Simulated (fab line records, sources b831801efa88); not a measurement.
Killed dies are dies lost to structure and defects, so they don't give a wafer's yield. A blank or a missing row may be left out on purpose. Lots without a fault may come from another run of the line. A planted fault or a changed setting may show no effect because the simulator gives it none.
Which tool did it? | flow gf180mcu | 12 lots, 35 wafers sampled, at 5 steps of a route of 602

WHAT THE GAUGES READ, wafer by wafer
GF_V5_THK_MEAS_25: measures by xrf.
lot  | measured     | on            | V5_W_THK (nm)
L526 | day 27 06:25 | film_metro-02 | 350 353 347
L527 | day 27 12:47 | film_metro-02 | 345 345 339
L529 | day 28 01:00 | film_metro-01 | 351 349 357
L530 | day 28 16:50 | film_metro-02 | 346 342 337
L531 | day 28 17:53 | film_metro-02 | 342 346 344
L535 | day 29 22:41 | film_metro-03 | 343 343 340
L537 | day 30 13:32 | film_metro-03 | 342 341 344
L538 | day 31 02:49 | film_metro-01 | 356 356
L544 | day 32 17:29 | film_metro-01 | 357 354 352
L547 | day 33 09:37 | film_metro-02 | 343 345 343
L548 | day 33 12:40 | film_metro-01 | 355 352 348
L549 | day 33 19:31 | film_metro-02 | 347 349 351

GF_PASSIVATION_BOW_MEAS_14.
lot  | measured     | on            | PASSIVATION_BOW (um)
L526 | day 29 01:09 | film_metro-01 | 134 116 130
L527 | day 29 07:26 | film_metro-04 | 140 141 136
L529 | day 29 18:42 | film_metro-04 | 142 143 149
L530 | day 30 10:47 | film_metro-04 | 138 142 146
L531 | day 30 11:24 | film_metro-03 | 139 134 151
L535 | day 31 14:13 | film_metro-01 | 150 148 142
L537 | day 32 03:50 | film_metro-04 | 141 145 148
L538 | day 32 15:55 | film_metro-01 | 138 127
L544 | day 34 05:28 | film_metro-04 | 130 133 137
L547 | day 34 19:19 | film_metro-03 | 137 142 130
L548 | day 34 22:52 | film_metro-01 | 126 129 126
L549 | day 35 05:19 | film_metro-04 | 137 135 142

WHICH TOOL RAN EACH LOT (tool, then ch and the chambers of the sampled wafers, then the start)
lot  | GF_PASSIVATION_COAT_06            | GF_PASSIVATION_ETCH_11             | GF_PASSIVATION_STRIP_12
L526 | litho_track-02 ch 0, day 28 14:08 | rie_diel-03 ch 0,3, day 28 23:17   | plasma_asher-02 ch 0,1, day 28 23:33
L527 | litho_track-04 ch 0, day 28 19:34 | rie_diel-02 ch 0,3, day 29 05:32   | plasma_asher-02 ch 0,1, day 29 05:50
L529 | litho_track-02 ch 0, day 29 07:50 | rie_diel-03 ch 2,3, day 29 16:50   | plasma_asher-03 ch 0,1, day 29 17:06
L530 | litho_track-01 ch 0, day 29 23:18 | rie_diel-04 ch 0,1, day 30 08:55   | plasma_asher-04 ch 0,1, day 30 09:11
L531 | litho_track-02 ch 0, day 30 00:26 | rie_diel-02 ch 1,2,3, day 30 09:32 | plasma_asher-02 ch 0,1, day 30 09:48
L535 | litho_track-02 ch 0, day 31 03:38 | rie_diel-04 ch 0,1, day 31 12:19   | plasma_asher-03 ch 0,1, day 31 12:37
L537 | litho_track-04 ch 0, day 31 16:56 | rie_diel-04 ch 1,3, day 32 01:57   | plasma_asher-02 ch 0,1, day 32 02:13
L538 | litho_track-04 ch 0, day 32 05:22 | rie_diel-02 ch 0,2, day 32 14:03   | plasma_asher-03 ch 0,1, day 32 14:19
L544 | litho_track-02 ch 0, day 33 19:23 | rie_diel-03 ch 0,1,2, day 34 03:36 | plasma_asher-04 ch 0,1, day 34 03:52
L547 | litho_track-01 ch 0, day 34 10:00 | rie_diel-02 ch 0,1,2, day 34 17:26 | plasma_asher-03 ch 0,1, day 34 17:42
L548 | litho_track-02 ch 0, day 34 13:26 | rie_diel-02 ch 0,2,3, day 34 20:57 | plasma_asher-02 ch 0,1, day 34 21:15
L549 | litho_track-02 ch 0, day 34 19:39 | rie_diel-02 ch 1,2,3, day 35 03:26 | plasma_asher-02 ch 0,1, day 35 03:42
- GF_PASSIVATION_COAT_06: resist thk 4000 nm.
- GF_PASSIVATION_ETCH_11: etches the open film in CF4/O2, stops on TiN, target depth 2040 nm, time 453.3 s.
- GF_PASSIVATION_STRIP_12: strips in O2/N2.

WHAT THE TOOLS THEMSELVES READ (means of the sampled wafers that have a number; where no wafer has one, the mark that the record gives instead)
GF_PASSIVATION_COAT_06.
lot  | tool           | chill_plate_temp_C (C) | spin_speed_rpm (rpm)
L526 | litho_track-02 | 23.12                  | 2000.7
L527 | litho_track-04 | 22.94                  | 2000.1
L529 | litho_track-02 | 22.96                  | 1999.8
L530 | litho_track-01 | 23.06                  | 1999.9
L531 | litho_track-02 | 23.08                  | 1999.2
L535 | litho_track-02 | 22.94                  | 2000.2
L537 | litho_track-04 | 22.92                  | 2000.2
L538 | litho_track-04 | 23.07                  | 2000.7
L544 | litho_track-02 | 22.86                  | 1998.7
L547 | litho_track-01 | 22.97                  | 2000.1
L548 | litho_track-02 | 23.13                  | 2000.2
L549 | litho_track-02 | 23.10                  | 1999.2

GF_PASSIVATION_ETCH_11.
lot  | tool        | drypump_motor_current_A (A) | oes_product_au (a.u.) | rf_fwd_power_W (W) | throttle_valve_pct (%)
L526 | rie_diel-03 | 5.7                         | 0.992                 | 798.3              | 5.979
L527 | rie_diel-02 | 5.4                         | 0.983                 | 799.2              | 5.958
L529 | rie_diel-03 | 5.8                         | 0.991                 | 799.5              | 5.974
L530 | rie_diel-04 | 5.2                         | 0.990                 | 799.5              | 5.964
L531 | rie_diel-02 | 5.3                         | 0.992                 | 795.1              | 5.974
L535 | rie_diel-04 | 5.2                         | 0.991                 | 796.1              | 5.975
L537 | rie_diel-04 | 4.9                         | 0.991                 | 800.5              | 5.975
L538 | rie_diel-02 | 5.3                         | 0.996                 | 795.5              | 5.968
L544 | rie_diel-03 | 5.7                         | 0.988                 | 799.8              | 5.962
L547 | rie_diel-02 | 5.3                         | 0.993                 | 798.5              | 5.964
L548 | rie_diel-02 | 5.4                         | 0.993                 | 798.9              | 5.969
L549 | rie_diel-02 | 5.3                         | 0.989                 | 797.7              | 5.972

GF_PASSIVATION_STRIP_12.
lot  | tool            | drypump_motor_current_A (A) | heater_power_w (W) | oes_product_au (a.u.) | strip_time_to_endpoint_s (s)
L526 | plasma_asher-02 | 6.14                        | 333                | 0.721                 | 32.79
L527 | plasma_asher-02 | 6.20                        | 338                | 0.716                 | 33.20
L529 | plasma_asher-03 | 6.15                        | 362                | 0.719                 | 32.89
L530 | plasma_asher-04 | 6.09                        | 326                | 0.721                 | 33.12
L531 | plasma_asher-02 | 6.17                        | 330                | 0.720                 | 32.85
L535 | plasma_asher-03 | 5.95                        | 349                | 0.722                 | 32.92
L537 | plasma_asher-02 | 6.16                        | 336                | 0.721                 | 33.83
L538 | plasma_asher-03 | 6.04                        | 356                | 0.715                 | 33.67
L544 | plasma_asher-04 | 5.97                        | 336                | 0.718                 | 32.95
L547 | plasma_asher-03 | 5.97                        | 348                | 0.717                 | 32.57
L548 | plasma_asher-02 | 6.21                        | 331                | 0.721                 | 32.73
L549 | plasma_asher-02 | 6.21                        | 342                | 0.722                 | 32.88

THE ANSWER, worked out from the rows above alone
Rule: what is usual is taken from the lots themselves. Put in order of their means at a reading, lots are off if they are a third of the lots or fewer, leave a main group of 4 or more, and stand apart from it by a gap of 3 or more times the standard deviation of the main group's means; of several such gaps the widest counts. A main group whose means are all the same, to the digits that the tables above print for the reading, isn't used. A lot without any number at a reading at which 4 lots or more have one is off too. The other lots that the step has rows for count as sound. The gauges are gone through in route order, then the tools' own readings, and for those a lot's mean is taken as printed above. The first step at which some lot is off is used, and at that step the reading that is off furthest; a lot without a number counts as furthest.
No lot is off at any reading shown: from this, nothing can be told.

WHAT THE SIMULATOR HAD PUT IN
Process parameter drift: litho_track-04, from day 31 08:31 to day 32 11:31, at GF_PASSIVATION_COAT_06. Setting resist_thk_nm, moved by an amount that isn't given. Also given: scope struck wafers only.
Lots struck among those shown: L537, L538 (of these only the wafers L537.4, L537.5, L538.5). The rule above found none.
